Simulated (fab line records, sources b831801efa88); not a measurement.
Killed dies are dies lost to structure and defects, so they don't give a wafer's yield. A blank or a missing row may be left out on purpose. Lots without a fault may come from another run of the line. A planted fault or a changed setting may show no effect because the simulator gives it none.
Problem report in the 8D (eight disciplines) form, filled by code | flow sky130 | the parts of the form that need people (team, actions taken, sign-off) are left out

1. THE PROBLEM
CAP2M_CVD_00_THK at SKY_CAP2M_THK_MEAS_01 reads a mean of 13.82 nm on 2 wafers of 2 lots; wafers without a fault read 15.49 nm with a standard deviation of 0.2. That is -8.4 standard deviations from the usual mean.
First seen on wafer L341.5, day 44 08:41, on film_metro-03. The record holds 33 wafers of 11 lots with a number at this step. Rule for "out", or "out of limits": more than 4 standard deviations from the usual mean. The other wafers with a number count as sound.

2. WHAT IT IS AND WHAT IT IS NOT
question                    | is                           | is not
which readings at this step | CAP2M_CVD_00_THK             | -
which lots                  | L341, L344                   | L326, L328, L330, L332, L335, L339, L346, L348, L349
which wafers of those lots  | L341.5, L344.3               | L341.3, L341.6, L344.1, L344.2
read on which gauges        | film_metro-02, film_metro-03 | film_metro-04
when                        | from day 44 08:41            | up to then (20 sound wafers); but 11 sound wafers of L344, L346, L348, L349 came after

3. SUSPECTS, AND WHAT RULES EACH OUT
Counting: a tool at a process step up to the reading stays a suspect if it ran every lot that is out. Sound lots after the first of them don't rule it out here, since some wafers of a struck lot are sound.
- the gauge at SKY_CAP2M_THK_MEAS_01: ruled out. The wafers that are out were read on 2 gauges (film_metro-02, film_metro-03).
- pecvd-03 at SKY_CAP2M_CVD_00 (deposits SiO2, target thk 15.5 nm): kept. It ran every lot that is out, first L341 (day 44 08:38); its last sound lot up to then is L332 (day 42 02:45).
- Within pecvd-03 at SKY_CAP2M_CVD_00: the wafers that are out ran in chamber 0; their sound lot-mates ran in chambers 1, 2.
Left after counting: pecvd-03 at SKY_CAP2M_CVD_00.

4. THE CAUSE (what the simulator had put in)
Site profile drift: pecvd-03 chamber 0, from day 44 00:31 on, at SKY_CAP2M_CVD_00. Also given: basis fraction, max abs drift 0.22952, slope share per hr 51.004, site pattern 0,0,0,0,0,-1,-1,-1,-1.
Counting left only this tool.

5. THE CHAIN OF EFFECTS, in route order
Each row: a reading whose mean over the struck wafers that have a number lies more than 3 standard deviations from the usual. Only readings for which the record gives a usual standard deviation are gone through. hours: the time from each lot's start at the first step in this table that gives one to its start at this step, as a median over the lots. sigmas: the change in usual standard deviations.
hours | step                  | reading          | usual      | on struck wafers | change | sigmas
0     | SKY_CAP2M_THK_MEAS_01 | CAP2M_CVD_00_THK | 15.49 nm   | 13.82            | -1.67  | -8.4
43    | SKY_METAL4_ETCH_17    | oes_product_au   | 0.753 a.u. | 0.716            | -0.037 | -5.8
The process steps in it:
- SKY_METAL4_ETCH_17: etches SiO2 in C4F8/O2/Ar, stops on TiN, time 3.9 s, target depth 15 nm.

6. WHAT WOULD HAVE CAUGHT IT SOONER
In this record the first reading out of limits at a measuring or inspecting step was taken at day 44 08:41, 8 hours after the fault began at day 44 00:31.
Of the tool readings at SKY_CAP2M_CVD_00 for which the record gives a usual standard deviation, none was out on any struck wafer, so an alarm limit of 4 standard deviations on them would not have fired.
Of the lots that are out (2), L344 began SKY_CAP2M_CVD_00 on pecvd-03 after day 44 08:41. A hold on the tool at that time would have spared it.
